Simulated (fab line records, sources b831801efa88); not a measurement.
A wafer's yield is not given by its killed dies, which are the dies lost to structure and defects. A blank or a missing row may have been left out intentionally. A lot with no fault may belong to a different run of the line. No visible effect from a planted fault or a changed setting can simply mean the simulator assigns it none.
Which of the tools did it? -- flow sky130 -- 11 lots with 33 wafers sampled at 5 steps, on a route of 708 steps

WHAT THE GAUGES SHOWED, per wafer
SKY_POLY_GATE_CD_MEAS_13 targets a cd of 150 nm.
lot,measured,on,cdNm (nm)
L268,day 17 06:29,cdSem-01,151.8 151.9 150.7
L270,day 17 19:54,cdSem-01,148.4 148.7 148.6
L271,day 18 15:26,cdSem-01,149.8 148.9 150.4
L272,day 19 02:14,cdSem-01,151.0 149.5 150.8
L274,day 19 14:41,cdSem-02,148.9 148.9 148.8
L281,day 22 07:34,cdSem-01,148.6 148.1 148.8
L282,day 22 10:10,cdSem-01,150.2 149.9 149.3
L283,day 23 13:05,cdSem-01,151.4 150.4 150.6
L284,day 23 15:06,cdSem-02,148.6 148.7 147.3
L286,day 23 23:30,cdSem-01,151.1 148.7 150.2
L288,day 24 14:34,cdSem-02,148.6 149.0 148.6

SKY_POLY_GATE_THK_MEAS_21.
lot,measured,on,POLY_GATE_OXIDATION_THK (nm)
L268,day 17 10:20,filmMetro-02,4.06 4.00 4.06
L270,day 17 22:05,filmMetro-04,4.04 4.06 3.95
L271,day 18 20:00,filmMetro-04,4.02 4.04 4.02
L272,day 19 04:01,filmMetro-03,3.89 3.84 3.87
L274,day 19 16:28,filmMetro-03,4.04 4.02 3.89
L281,day 22 09:21,filmMetro-04,4.66 4.63 4.58
L282,day 22 11:56,filmMetro-04,4.52 4.51 4.53
L283,day 23 14:52,filmMetro-02,4.60 4.54 4.67
L284,day 23 17:35,filmMetro-02,4.02 4.05 4.08
L286,day 24 01:17,filmMetro-04,3.93 3.96 4.02
L288,day 24 18:20,filmMetro-04,3.97 3.87 3.80

TOOL THAT RAN EACH LOT (tool first, then ch and the chambers of the sampled wafers, then the start)
lot,SKY_NWELL_STRIP_14,SKY_POLY_GATE_STRIP_18,SKY_POLY_GATE_OXIDATION_20
L268,"plasmaAsher-04 ch 0, day 5 04:49","plasmaAsher-03 ch 0,1, day 17 06:52","furnace-01 ch 0, day 17 09:05"
L270,"plasmaAsher-02 ch 0,1, day 5 17:37","plasmaAsher-02 ch 0,1, day 17 20:16","furnace-02 ch 0, day 17 20:50"
L271,"plasmaAsher-04 ch 0,1, day 6 01:17","plasmaAsher-03 ch 0,1, day 18 15:50","furnace-01 ch 0, day 18 18:45"
L272,"plasmaAsher-04 ch 0,1, day 6 08:56","plasmaAsher-02 ch 0,1, day 19 02:37","furnace-01 ch 0, day 19 02:46"
L274,"plasmaAsher-04 ch 0,1, day 6 15:49","plasmaAsher-02 ch 0,1, day 19 15:04","furnace-02 ch 0, day 19 15:13"
L281,"plasmaAsher-03 ch 0,1, day 8 13:10","plasmaAsher-02 ch 0,1, day 22 07:57","furnace-01 ch 0, day 22 08:06"
L282,"plasmaAsher-04 ch 0,1, day 8 14:33","plasmaAsher-01 ch 0,1, day 22 10:33","furnace-01 ch 0, day 22 10:40"
L283,"plasmaAsher-03 ch 0,1, day 9 10:43","plasmaAsher-02 ch 0,1, day 23 13:28","furnace-01 ch 0, day 23 13:37"
L284,"plasmaAsher-02 ch 0,1, day 9 11:04","plasmaAsher-01 ch 0,1, day 23 15:29","furnace-02 ch 0, day 23 16:20"
L286,"plasmaAsher-03 ch 0,1, day 9 20:02","plasmaAsher-01 ch 0,1, day 23 23:52","furnace-02 ch 0, day 24 00:01"
L288,"plasmaAsher-04 ch 0,1, day 10 02:50","plasmaAsher-03 ch 1, day 24 14:56","furnace-02 ch 0, day 24 17:04"
- SKY_NWELL_STRIP_14: strips in O2/N2.
- SKY_POLY_GATE_STRIP_18: strips in O2/N2.
- SKY_POLY_GATE_OXIDATION_20: stabilise 600 s, purge 300 s, target thk 4 nm.

AS READ BY THE TOOLS THEMSELVES (means over the sampled wafers that have a number; for cases with no such wafer, the mark the record gives instead)
SKY_NWELL_STRIP_14.
lot,tool,drypumpMotorCurrentA (A),oesProductAu (a.u.),stripTimeToEndpointS (s)
L268,plasmaAsher-04,6.1,0.722,36.98
L270,plasmaAsher-02,5.4,0.726,36.86
L271,plasmaAsher-04,5.8,0.720,37.07
L272,plasmaAsher-04,5.8,0.723,36.95
L274,plasmaAsher-04,5.5,0.724,36.88
L281,plasmaAsher-03,5.6,0.720,37.15
L282,plasmaAsher-04,5.8,0.728,36.91
L283,plasmaAsher-03,5.7,0.720,36.88
L284,plasmaAsher-02,5.8,0.722,36.91
L286,plasmaAsher-03,5.7,0.727,36.85
L288,plasmaAsher-04,5.5,0.722,36.90

SKY_POLY_GATE_STRIP_18.
lot,tool,drypumpMotorCurrentA (A),oesProductAu (a.u.),stripTimeToEndpointS (s)
L268,plasmaAsher-03,5.7,0.361,3.20
L270,plasmaAsher-02,5.4,0.357,3.18
L271,plasmaAsher-03,5.6,0.358,3.20
L272,plasmaAsher-02,5.4,0.360,3.17
L274,plasmaAsher-02,5.7,0.362,3.21
L281,plasmaAsher-02,5.7,0.357,3.17
L282,plasmaAsher-01,6.2,0.353,3.17
L283,plasmaAsher-02,5.8,0.360,3.21
L284,plasmaAsher-01,6.1,0.359,3.17
L286,plasmaAsher-01,6.1,0.363,3.20
L288,plasmaAsher-03,6.5,0.363,3.20

SKY_POLY_GATE_OXIDATION_20.
lot,tool,spikeTcCentreC (C),spikeTcLowerC (C),spikeTcTopC (C),spikeTcUpperC (C),tubeCenterTempC (C),tube_center_temp_C_max
L268,furnace-01,851.6,849.7,863.1,850.9,850,852.2
L270,furnace-02,850.4,850.8,860.6,850.2,850,852.5
L271,furnace-01,850.4,850.2,863.5,849.9,850,851.9
L272,furnace-01,849.8,850.7,863.5,850.3,850,852.1
L274,furnace-02,850.6,851.5,860.4,850.6,850,852.2
L281,furnace-01,862.9,862.5,875.1,862.5,862,863.7
L282,furnace-01,864.1,861.9,875.4,861.4,862,864.1
L283,furnace-01,863.4,861.2,875.4,860.6,862,863.9
L284,furnace-02,850.3,850.5,860.6,849.3,850,852.3
L286,furnace-02,849.8,850.2,860.6,850.7,850,852.2
L288,furnace-02,849.4,851.2,859.6,851.9,850,852.1

THE ANSWER, worked out from the rows above alone
Rule: usual is defined by the lots themselves. Put in order of their means at a reading, lots are off if they are a third of the lots or fewer, leave a main group of 4 or more, and stand apart from it by a gap of 3 or more times the standard deviation of the main group's means; of several such gaps the widest counts. A main group is skipped when, at the precision printed for the reading in the tables above, its means are all equal. Also off: a lot with no number at a reading for which 4 or more lots have one. The other lots that the step has rows for count as sound. The gauges are gone through in route order, then the tools' own readings, and for those a lot's mean is taken as printed above. The first step at which some lot is off is used, and at that step the reading that is off furthest; a lot without a number counts as furthest.
Off: L281, L282, L283, seen at SKY_POLY_GATE_THK_MEAS_21 (POLY_GATE_OXIDATION_THK). The main group has a mean of 3.98 nm with a standard deviation of 0.066.
If a tool, at a process step before that reading, ran all the lots that are off and no sound lot after the first of them, it fits. The gauges at SKY_POLY_GATE_THK_MEAS_21 aren't tried: what is off there is off at SKY_POLY_GATE_OXIDATION_20 too, on other tools, and a gauge's error can't cause that. One fits: SKY_POLY_GATE_OXIDATION_20 on furnace-01. Its last sound lot is L272 (day 19 02:46), its first lot that is off L281 (day 22 08:06): a fault that began between those two fits.
The tool's own readings at SKY_POLY_GATE_OXIDATION_20 bear it out: on the lots that are off they differ by more than 5 times the standard deviation of the sound lots' means. spikeTcCentreC reads 863.5 C there against 850.3 C on the sound lots; spikeTcLowerC reads 861.9 C there against 850.6 C on the sound lots; spikeTcTopC reads 875.3 C there against 861.5 C on the sound lots; spikeTcUpperC reads 861.5 C there against 850.5 C on the sound lots; tubeCenterTempC reads 862 C there against 850 C on the sound lots; tube_center_temp_C_max reads 863.9 there against 852.2 on the sound lots.

WHAT WAS PUT IN BY THE SIMULATOR
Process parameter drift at SKY_POLY_GATE_OXIDATION_20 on furnace-01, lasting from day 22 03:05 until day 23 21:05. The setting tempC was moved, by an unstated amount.
Struck lots among those shown: L281, L282, L283. Same finding as the rule above.
